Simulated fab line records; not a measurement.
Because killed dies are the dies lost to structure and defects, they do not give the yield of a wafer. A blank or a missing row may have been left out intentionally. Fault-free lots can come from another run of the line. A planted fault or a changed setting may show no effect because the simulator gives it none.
Which tool is to blame? ; flow sky130 ; 42 wafers from 14 lots sampled at 2 of the route's 708 steps

WHAT THE GAUGES SHOWED, per wafer
No reading from a measuring or inspecting step in the record can be judged against a usual standard deviation.

EACH LOT AND THE TOOL THAT RAN IT (in order: tool; ch and the chambers of the sampled wafers; start)
lot;SKY_VIA1_CMP_24;SKY_PAD_OPEN_PROBE_99
L520;cmp-02 ch 0,1,2, day 33 18:23;-
L521;cmp-01 ch 0,3, day 34 13:34;-
L522;cmp-02 ch 1,2,3, day 34 21:37;-
L525;cmp-02 ch 0,2,3, day 35 21:37;-
L526;cmp-01 ch 0,1,3, day 36 03:06;-
L527;cmp-01 ch 1,2,3, day 36 04:43;-
L528;cmp-01 ch 1,2, day 37 00:53;prober-02, day 47 21:31
L530;cmp-01 ch 1,2,3, day 37 13:22;prober-02, day 48 12:58
L532;cmp-01 ch 0,2,3, day 37 21:24;prober-01, day 48 17:17
L538;cmp-01 ch 0,1, day 40 19:28;-
L540;cmp-02 ch 0,1,2, day 40 19:41;-
L539;cmp-02 ch 1,2,3, day 40 20:35;-
L542;cmp-01 ch 0,1,3, day 40 21:33;-
L541;cmp-02 ch 0,1,3, day 41 00:38;-
- SKY_VIA1_CMP_24: polishes, stops on SiO2, t overpolish 15 s, target thk 0 nm.
- SKY_PAD_OPEN_PROBE_99

AS READ BY THE TOOLS THEMSELVES (means over the sampled wafers that have a number; for cases with no such wafer, the mark the record gives instead)
SKY_VIA1_CMP_24. Usual: motor current A 11.5 A, standard deviation 0.87; overpolish run s 14.999 s, standard deviation 0.0089; slurry flow ml min 150.0, standard deviation 0.46; time to endpoint s 65 s, standard deviation 3.4.
lot;tool;motor current A (A);overpolish run s (s);slurry flow ml min;time to endpoint s (s);flag
L520;cmp-02;12.4;14.996;150.1;64;
L521;cmp-01;11.2;15.007;150.2;64;
L522;cmp-02;12.2;15.004;149.9;67;
L525;cmp-02;12.0;15.003;150.2;63;
L526;cmp-01;11.3;14.998;149.6;65;
L527;cmp-01;10.8;15.006;149.9;64;
L528;cmp-01;10.8;14.997;149.8;64;
L530;cmp-01;10.8;0.045;149.9;104;OFF
L532;cmp-01;10.9;0.039;150.4;104;OFF
L538;cmp-01;11.3;15.002;149.9;67;
L540;cmp-02;12.0;14.995;150.0;62;
L539;cmp-02;12.3;14.991;150.1;63;
L542;cmp-01;11.1;15.011;150.4;64;
L541;cmp-02;11.2;14.998;149.5;65;

SKY_PAD_OPEN_PROBE_99. Usual: defect limited yield 82.8 %, standard deviation 1.7; killed_at_M0_to_M3 43, standard deviation 6.2; killed_at_M4_up 2.8, standard deviation 1.7; killed at contacts 24, standard deviation 4.8; killed at front end 15, standard deviation 4.3; killed at other 0.3, standard deviation 0.55; killed dies 85, standard deviation 8.4; killed on rim 17, standard deviation 3.8; killed open 46, standard deviation 6.7; killed short 38, standard deviation 6.2; sort_bin_3_pad_short 0.9 %, standard deviation 0.46; sort_bin_5_function 10.2 %, standard deviation 1.3; sort_bin_6_memory 6.1 %, standard deviation 0.9; sort n pass 407, standard deviation 8.4; sort yield pct 82.8 %, standard deviation 1.7.
lot;tool;defect limited yield (%);killed_at_M0_to_M3;killed_at_M4_up;killed at contacts;killed at front end;killed at other;killed dies;killed on rim;killed open;killed short;sort_bin_3_pad_short (%);sort_bin_5_function (%);sort_bin_6_memory (%);sort n pass;sort yield pct (%);flag
L528;prober-02;82.1;47;1.0;26;13;0.7;88;18;53;35;0.7;11.2;6.0;404;82.1;
L530;prober-02;0.0;448;3.0;22;19;0.0;492;96;50;42;82.2;12.1;5.7;0;0.0;OFF
L532;prober-01;0.0;453;1.7;22;15;0.0;492;96;48;34;83.8;9.7;6.5;0;0.0;OFF

THE ANSWER, worked out from the rows above alone
Rule: lot off if the mean of its wafers having a number is beyond 3 standard deviations from the usual mean. A lot without any number at a reading at which 4 lots or more have one is off too. The other lots that the step has rows for count as sound. The gauges are gone through in route order, then the tools' own readings, and for those a lot's mean is taken as printed above. At the first step where some lot is off, the reading lying furthest off is the one used; lots without a number count as furthest.
Off: L530, L532, at SKY_VIA1_CMP_24 (overpolish run s).
If a tool, at that step or one of the process steps before it, ran each lot that is off and ran no sound lot following the first of them, it fits. Of those tried, none fits.

WHAT HAD BEEN PUT IN BY THE SIMULATOR
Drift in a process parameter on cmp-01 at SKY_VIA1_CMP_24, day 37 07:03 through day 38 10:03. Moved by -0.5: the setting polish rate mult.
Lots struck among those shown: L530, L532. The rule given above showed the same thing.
